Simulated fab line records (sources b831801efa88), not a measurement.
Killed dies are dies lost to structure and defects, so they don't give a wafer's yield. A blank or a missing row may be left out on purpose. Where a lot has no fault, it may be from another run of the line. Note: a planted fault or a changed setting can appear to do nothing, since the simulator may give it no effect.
Matching of chambers    flow sky130    pecvd-04 running SKY_CAPM_CVD_00: 3 sister chambers
The step deposits SiO2, target thk 15.5 nm. 3 wafers are shown with their chamber, then 12 later ones without.

## EACH WAFER AND ITS CHAMBER
wafer   chamber  heater power w (W)
L083.4  0        724
L083.5  2        737
L083.6  1        599

## WAFERS WITHOUT THEIR CHAMBER
wafer   heater power w (W)
L084.1  741
L084.3  724
L084.5  759
L085.1  743
L085.4  759
L085.6  743
L087.1  745
L087.3  802
L087.6  762
L091.2  762
L091.4  732
L091.6  723

## WHICH CHAMBER EACH WENT THROUGH
wafer   from the rows above      in truth
L084.1  can't be placed: 2 or 0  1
L084.3  can't be placed: 0 or 2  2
L084.5  can't be placed: 2 or 0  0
L085.1  can't be placed: 2 or 0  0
L085.4  can't be placed: 2 or 0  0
L085.6  can't be placed: 2 or 0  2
L087.1  can't be placed: 2 or 0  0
L087.3  can't be placed: 2 or 0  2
L087.6  can't be placed: 2 or 0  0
L091.2  can't be placed: 2 or 0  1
L091.4  can't be placed: 2 or 0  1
L091.6  can't be placed: 0 or 2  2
0 of 12 placed correctly. Cannot be placed on the basis of these rows: 12; the candidates contain the true chamber in 9. 0 placed wrongly.
How it was worked out, from the rows above alone: a wafer's distance from a chamber is the root of the sum, over the readings, of the square of ((its reading less the chamber's mean) divided by the reading's scatter). The wafer belongs to the nearest chamber; if the next one is less than 2 further off, it can't be placed. A chamber's mean is the mean of its shown wafers. The scatter: root of mean squared gap, hidden wafer to nearest shown wafer, with one shown wafer a chamber.
